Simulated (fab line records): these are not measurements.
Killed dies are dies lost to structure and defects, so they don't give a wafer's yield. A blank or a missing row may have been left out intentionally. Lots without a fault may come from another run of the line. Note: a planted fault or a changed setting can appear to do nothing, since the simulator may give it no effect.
Which of the tools did it? ; flow gf180mcu ; 42 wafers from 14 lots sampled at 4 of the route's 602 steps

WHAT THE GAUGES SHOWED, per wafer
GF_MIM_RS_MEAS_10: a four-point-probe measurement.
lot;measured;on;MIM_ALCU_RS (ohm/sq)
L323;day 24 10:43;filmMetro-01;0.1595 0.1609 0.1578
L325;day 24 23:55;filmMetro-04;0.1639 0.1617 0.1614
L326;day 25 15:29;filmMetro-01;0.1619 0.1610 0.1606
L327;day 25 21:12;filmMetro-03;0.1578 0.1606 0.1594
L328;day 26 00:17;filmMetro-04;0.1579 0.1618 0.1575
L329;day 26 14:46;filmMetro-01;0.1588 0.1560 0.1585
L330;day 26 23:43;filmMetro-03;0.1575 0.1611 0.1588
L331;day 27 02:26;filmMetro-04;0.1575 0.1572 0.1587
L339;day 29 12:16;filmMetro-01;0.1604 0.1574 0.1580
L340;day 29 16:11;filmMetro-01;0.1588 0.1599 0.1590
L341;day 29 23:46;filmMetro-01;0.1587 0.1586 0.1593
L343;day 30 16:20;filmMetro-04;0.1597 0.1580 0.1589
L345;day 31 06:32;filmMetro-04;0.1566 0.1580 0.1580
L346;day 31 13:20;filmMetro-04;0.1597 0.1592 0.1618

GF_V5_THK_MEAS_03.
lot;measured;on;V5_CVD_02_THK (nm)
L323;day 26 06:33;filmMetro-01;1439 1448 1452
L325;day 26 19:38;filmMetro-03;1428 1425 1423
L326;day 27 09:51;filmMetro-03;1445 1452 1466
L327;day 27 14:59;filmMetro-03;1430 1453 1450
L328;day 27 18:41;filmMetro-03;1429 1414 1464
L329;day 28 08:27;filmMetro-01;1432 1456 1450
L330;day 28 16:56;filmMetro-02;1435 1454 1464
L331;day 28 19:52;filmMetro-01;1465 1429 1490
L339;day 31 02:11;filmMetro-02;1418 1428 1441
L340;day 31 06:19;filmMetro-02;1439 1418 1444
L341;day 31 12:48;filmMetro-02;1446 1433 1457
L343;day 32 04:18;filmMetro-01;1435 1458 1465
L345;day 32 17:41;filmMetro-01;1446 1432 1453
L346;day 33 00:36;filmMetro-02;1454 1473 1475

GF_TOP_METAL_OVL_MEAS_15.
lot;measured;on;TOP_METAL_OVL (nm)
L323;day 28 00:53;overlay-01;0.8 0.1 2.3
L325;day 28 13:32;overlay-01;-0.7 -0.8 -0.3
L326;day 29 03:31;overlay-02;-1.3 -0.8 -0.8
L327;day 29 08:12;overlay-01;3.3 0.3 -0.6
L328;day 29 11:52;overlay-02;0.9 1.5 1.8
L329;day 30 00:56;overlay-01;-0.8 -0.3 -0.2
L330;day 30 09:31;overlay-01;1.2 1.8 2.0
L331;day 30 12:04;overlay-02;0.6 0.7 0.2
L339;day 32 14:35;overlay-01;-0.9 -0.1 0.6
L340;day 32 17:55;overlay-01;0.6 0.5 -0.4
L341;day 32 23:58;overlay-02;-0.3 0.8 2.8
L343;day 33 13:25;overlay-02;-0.5 -0.2 0.9
L345;day 34 03:14;overlay-02;0.8 1.8 0.1
L346;day 34 09:23;overlay-01;-1.1 0.3 -0.6

WHAT TOOL EACH LOT RAN ON (gives the tool, then ch and the chambers of the sampled wafers, and finally the start)
lot;GF_CONTACT_SPUTTER_23
L323;pvdSputter-01, day 16 03:52
L325;pvdSputter-02, day 16 15:11
L326;pvdSputter-02, day 17 09:23
L327;pvdSputter-04, day 17 15:11
L328;pvdSputter-02, day 17 19:27
L329;pvdSputter-02, day 18 07:57
L330;pvdSputter-02, day 18 19:18
L331;pvdSputter-02, day 19 00:36
L339;pvdSputter-02, day 21 21:14
L340;pvdSputter-01, day 22 03:47
L341;pvdSputter-02, day 22 12:58
L343;pvdSputter-02, day 23 08:50
L345;pvdSputter-02, day 23 23:50
L346;pvdSputter-04, day 24 10:23
- GF_CONTACT_SPUTTER_23: material TiN, target thk 10 nm, time 40 s.

WHAT THE TOOLS THEMSELVES READ (means of the sampled wafers that have a number; where no wafer has one, the mark that the record gives instead)
GF_CONTACT_SPUTTER_23.
lot;tool;throttleValvePct (%)
L323;pvdSputter-01;30.7
L325;pvdSputter-02;28.9
L326;pvdSputter-02;28.9
L327;pvdSputter-04;30.1
L328;pvdSputter-02;28.8
L329;pvdSputter-02;29.6
L330;pvdSputter-02;29.1
L331;pvdSputter-02;29.3
L339;pvdSputter-02;28.8
L340;pvdSputter-01;30.4
L341;pvdSputter-02;28.8
L343;pvdSputter-02;28.8
L345;pvdSputter-02;28.4
L346;pvdSputter-04;29.9

THE ANSWER, worked out from the rows above alone
Rule: the lots themselves supply what counts as usual. Put in order of their means at a reading, lots are off if they are a third of the lots or fewer, leave a main group of 4 or more, and stand apart from it by a gap of 3 or more times the standard deviation of the main group's means; of several such gaps the widest counts. The tables above print the reading to a certain number of digits; a main group whose means all agree to those digits is not used. A lot without any number at a reading at which 4 lots or more have one is off too. Any other lot the step has rows for is counted as sound. After the gauges, taken in route order, come the tools' own readings; for these a lot's mean is taken, as printed above. At the first step where some lot is off, the reading lying furthest off is the one used; lots without a number count as furthest.
No lot is off at any reading shown: from this, nothing can be told.

WHAT HAD BEEN PUT IN BY THE SIMULATOR
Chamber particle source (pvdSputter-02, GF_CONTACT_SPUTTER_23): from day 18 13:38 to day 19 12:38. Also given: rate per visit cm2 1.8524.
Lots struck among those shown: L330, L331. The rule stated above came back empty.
